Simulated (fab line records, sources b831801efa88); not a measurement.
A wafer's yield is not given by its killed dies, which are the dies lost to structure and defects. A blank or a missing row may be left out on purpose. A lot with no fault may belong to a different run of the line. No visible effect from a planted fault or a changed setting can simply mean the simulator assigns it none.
What tool caused it?    flow sky130    21 wafers sampled from 7 lots at 1 step of a route of 708

WHAT EACH GAUGE READ, for each wafer
SKY_VT_ADJUST_NCORE_CD_MEAS_07: the cd target is 380 nm.
lot   measured      on         cd_nm (nm)
L132  day 8 17:53   cd_sem-02  381.3 384.3 380.1
L136  day 9 22:19   cd_sem-01  383.2 382.1 380.3
L143  day 12 05:35  cd_sem-01  381.7 383.9 381.4
L146  day 13 02:33  cd_sem-01  375.3 378.6 376.2
L148  day 13 12:30  cd_sem-01  378.4 379.3 378.8
L150  day 14 02:07  cd_sem-02  386.7 384.5 387.6
L153  day 15 09:01  cd_sem-02  378.7 378.6 381.9

EACH LOT AND THE TOOL THAT RAN IT (in order: tool; ch and the chambers of the sampled wafers; start)
The record holds no process step before these readings.

THE ANSWER, worked out from the rows above alone
Rule: what is usual is taken from the lots themselves. Put in order of their means at a reading, lots are off if they are a third of the lots or fewer, leave a main group of 4 or more, and stand apart from it by a gap of 3 or more times the standard deviation of the main group's means; of several such gaps the widest counts. Not used: any main group whose means are identical at the precision the tables above print for the reading. Also off: a lot with no number at a reading for which 4 or more lots have one. Where the step has rows for the other lots, those lots are counted as sound.
None of the lots is off at any reading shown; this tells nothing.

WHAT THE SIMULATOR PUT IN
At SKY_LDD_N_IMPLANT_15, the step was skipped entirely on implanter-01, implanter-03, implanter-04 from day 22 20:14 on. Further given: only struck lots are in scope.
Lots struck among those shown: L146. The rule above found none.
